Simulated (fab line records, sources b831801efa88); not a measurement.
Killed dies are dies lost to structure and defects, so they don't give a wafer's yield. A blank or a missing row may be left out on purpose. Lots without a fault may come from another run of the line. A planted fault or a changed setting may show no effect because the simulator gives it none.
Chamber matching | flow sky130 | SKY_METAL4_ETCH_17 on rie_diel-01: 4 sister chambers
The step etches SiO2 in C4F8/O2/Ar, stops on TiN, time 3.9 s, target depth 15 nm. 8 wafers are shown with their chamber, then 12 later ones without.

WAFERS WITH THEIR CHAMBER
wafer  | chamber | oes_product_au (a.u.)
L079.4 | 1       | 0.759
L081.3 | 0       | 0.751
L081.6 | 1       | 0.764
L083.5 | 3       | 0.750
L084.3 | 3       | 0.737
L087.3 | 0       | 0.751
L087.4 | 2       | 0.756
L087.6 | 2       | 0.760

WAFERS WITHOUT THEIR CHAMBER
wafer  | oes_product_au (a.u.)
L089.1 | 0.755
L089.2 | 0.750
L089.3 | 0.744
L090.3 | 0.743
L090.4 | 0.738
L090.6 | 0.764
L092.2 | 0.759
L092.4 | 0.758
L092.6 | 0.755
L093.3 | 0.759
L093.5 | 0.767
L093.6 | 0.758

WHICH CHAMBER EACH WENT THROUGH
wafer  | from the rows above               | in truth
L089.1 | can't be placed: 2 or 0 or 1 or 3 | 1
L089.2 | can't be placed: 0 or 3 or 2      | 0
L089.3 | can't be placed: 3 or 0           | 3
L090.3 | can't be placed: 3 or 0           | 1
L090.4 | can't be placed: 3 or 0           | 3
L090.6 | can't be placed: 1 or 2           | 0
L092.2 | can't be placed: 2 or 1 or 0      | 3
L092.4 | can't be placed: 2 or 1 or 0      | 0
L092.6 | can't be placed: 2 or 0 or 1 or 3 | 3
L093.3 | can't be placed: 2 or 1 or 0      | 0
L093.5 | can't be placed: 1 or 2           | 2
L093.6 | can't be placed: 2 or 1 or 0      | 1
Placed correctly: 0 of 12. Can't be placed from these rows: 12 (the true chamber is among the candidates in 9). Placed wrongly: 0.
How it was worked out, from the rows above alone: a wafer's distance from a chamber is the root of the sum, over the readings, of the square of ((its reading less the chamber's mean) divided by the reading's scatter). The wafer belongs to the nearest chamber; if the next one is less than 2 further off, it can't be placed. A chamber's mean is the mean of its shown wafers. The scatter: the root of (the sum of the squares of (reading less its chamber's mean) over the shown wafers, divided by (wafers less chambers)).
